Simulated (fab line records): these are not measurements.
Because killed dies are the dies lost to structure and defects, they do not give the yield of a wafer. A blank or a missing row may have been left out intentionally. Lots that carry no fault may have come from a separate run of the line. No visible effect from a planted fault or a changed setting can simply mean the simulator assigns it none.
Which tool was responsible?	flow gf180mcu	17 wafers from 6 lots sampled at 2 of the route's 602 steps

WHAT THE GAUGES SHOWED, per wafer
GF_STI_THK_MEAS_24.
lot	measured	on	STI_CVD_23_THK (nm)
L375	day 2 09:56	film_metro-02	654 656 654
L377	day 2 20:27	film_metro-01	656 655 659
L379	day 3 06:34	film_metro-02	652 654 650
L388	day 5 04:09	film_metro-01	293 662
L391	day 5 19:14	film_metro-01	654 652 655
L393	day 6 05:53	film_metro-01	657 662 657

EACH LOT AND THE TOOL THAT RAN IT (in order: tool; ch and the chambers of the sampled wafers; start)
lot	GF_STI_CVD_23
L375	hdpcvd-02 ch 1,2, day 2 09:52
L377	hdpcvd-02 ch 0,2, day 2 20:23
L379	hdpcvd-02 ch 0,1,2, day 3 06:29
L388	hdpcvd-02 ch 0,2, day 5 04:04
L391	hdpcvd-01 ch 0,2, day 5 19:10
L393	hdpcvd-01 ch 1,2, day 6 05:48
- GF_STI_CVD_23: deposits SiO2, target thk 650 nm, time 108.3 s.

THE ANSWER, worked out from the rows above alone
Rule: usual is defined by the lots themselves. The widest of any qualifying gaps counts: lots, ordered by their means at a reading, are off when they make up no more than a third of the lots, leave a main group of 4 or more, and stand apart from it by 3 or more times the standard deviation of that group's means. A main group whose means are all the same, to the digits that the tables above print for the reading, isn't used. Also off: a lot with no number at a reading for which 4 or more lots have one. Where the step has rows for the other lots, those lots are counted as sound.
Off: at GF_STI_THK_MEAS_24 (STI_CVD_23_THK), L388. For the main group the mean is 655 nm and the standard deviation 2.3.
If a tool, at a process step before that reading, ran all the lots that are off and no sound lot after the first of them, it fits. Gauges at GF_STI_THK_MEAS_24: tried the same way as those tools. One fits: hdpcvd-02 at GF_STI_CVD_23. Its last sound lot is L379 (day 3 06:29), its first lot that is off L388 (day 5 04:04): a fault that began between those two fits.

WHAT THE SIMULATOR PUT IN
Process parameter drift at GF_STI_CVD_23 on hdpcvd-02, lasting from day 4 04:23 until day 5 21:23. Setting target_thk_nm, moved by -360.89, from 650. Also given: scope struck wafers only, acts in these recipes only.
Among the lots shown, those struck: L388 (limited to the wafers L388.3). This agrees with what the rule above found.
